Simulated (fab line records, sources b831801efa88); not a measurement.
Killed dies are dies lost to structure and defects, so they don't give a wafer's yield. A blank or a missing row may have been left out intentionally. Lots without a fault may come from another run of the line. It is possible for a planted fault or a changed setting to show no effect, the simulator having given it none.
Check for tools in common | flow sky130 | 11 lots, 33 wafers sampled

## REASON IT WAS OPENED
1 of 11 lots carry a flag on the reading POLY_GATE_CVD_00_THK at SKY_POLY_GATE_THK_MEAS_01. Fault-free wafers read 180.7 nm, with a standard deviation of 1.9.
Rule: a lot is flagged when every wafer of it that has a number lies more than 4 standard deviations from that mean, or none has a number. As for the other lots, they are considered sound.

lot  | measured     | on            | POLY_GATE_CVD_00_THK (nm), wafer by wafer | flag
L767 | day 14 14:28 | film_metro-03 | 180.6 179.4 177.7                         |
L769 | day 15 05:34 | film_metro-03 | 177.4 177.9 176.8                         |
L774 | day 16 17:55 | film_metro-01 | 152.4 153.9 153.4                         | FLAGGED
L780 | day 19 20:03 | film_metro-02 | 182.7 183.3 183.5                         |
L782 | day 19 22:15 | film_metro-03 | 182.0 183.7 183.2                         |
L784 | day 20 04:50 | film_metro-01 | 183.2 182.8 181.5                         |
L783 | day 20 04:50 | film_metro-03 | 178.2 178.5 179.2                         |
L785 | day 20 10:55 | film_metro-03 | 181.8 178.6 179.2                         |
L786 | day 20 20:35 | film_metro-03 | 180.1 178.3 178.6                         |
L787 | day 21 08:41 | film_metro-03 | 179.9 181.4 181.3                         |
L789 | day 21 21:20 | film_metro-03 | 179.1 176.8 178.7                         |
Average over the flagged lots: 153.2 nm; offset from the usual -27.5 nm, equal to -14 standard deviations.

## WHICH TOOL RAN EACH LOT
The record keeps 1 process step preceding the reading, out of 708 steps on the route. Cell contents, in order: the tool; ch with the chambers the sampled wafers went through; the start.
lot  | flag    | SKY_POLY_GATE_CVD_00
L767 |         | lpcvd-01 ch 0, day 14 13:15
L769 |         | lpcvd-01 ch 1, day 15 04:22
L774 | FLAGGED | lpcvd-01 ch 0, day 16 16:07
L780 |         | lpcvd-01 ch 0, day 19 18:50
L782 |         | lpcvd-01 ch 0, day 19 21:02
L784 |         | lpcvd-01 ch 0, day 20 03:01
L783 |         | lpcvd-01 ch 0, day 20 03:01
L785 |         | lpcvd-01 ch 1, day 20 09:41
L786 |         | lpcvd-01 ch 0, day 20 19:23
L787 |         | lpcvd-01 ch 0, day 21 07:29
L789 |         | lpcvd-01 ch 1, day 21 20:08
What the steps here do:
- SKY_POLY_GATE_CVD_00: deposits poly-Si, target thk 180 nm, time 720 s.
- SKY_POLY_GATE_THK_MEAS_01

## FLAGGED OVER TOTAL, TOOL BY TOOL (the gauges that took the reading come last)
step                      | tool          | lots run | flagged | share of the flagged lots | sound lots run after its first flagged lot
SKY_POLY_GATE_CVD_00      | lpcvd-01      | 11       | 1       | all                       | 8 (L780,L782,L783,L784,L785,L786,L787,L789)
SKY_POLY_GATE_THK_MEAS_01 | film_metro-01 | 2        | 1       | all                       | 1 (L784)
SKY_POLY_GATE_THK_MEAS_01 | film_metro-02 | 1        | 0       | none                      | -
SKY_POLY_GATE_THK_MEAS_01 | film_metro-03 | 8        | 0       | none                      | -

## WHAT THE TABLE PERMITS
Table rows that saw every flagged lot: 2, namely lpcvd-01 at SKY_POLY_GATE_CVD_00 and film_metro-01 at SKY_POLY_GATE_THK_MEAS_01.
- lpcvd-01 at SKY_POLY_GATE_CVD_00: 1 of its 11 lots flagged. Sound lots followed the first flagged one (L780, L782, L783, L784, L785, L786, L787, L789) on it, something a lasting fault affecting the whole tool could not allow. Its own readings lie more than 4 standard deviations out on every wafer of the flagged lots: spike_tc_bottom_C, spike_tc_centre_C, spike_tc_lower_C, spike_tc_upper_C, susceptor_temp_C.
- film_metro-01 at SKY_POLY_GATE_THK_MEAS_01: 1 of its 2 lots flagged. Sound lots followed the first flagged one (L784) on it, something a lasting fault affecting the whole tool could not allow.
Not one row of the table ran every flagged lot while running no sound lot after the first.

## WHAT WAS PUT IN BY THE SIMULATOR
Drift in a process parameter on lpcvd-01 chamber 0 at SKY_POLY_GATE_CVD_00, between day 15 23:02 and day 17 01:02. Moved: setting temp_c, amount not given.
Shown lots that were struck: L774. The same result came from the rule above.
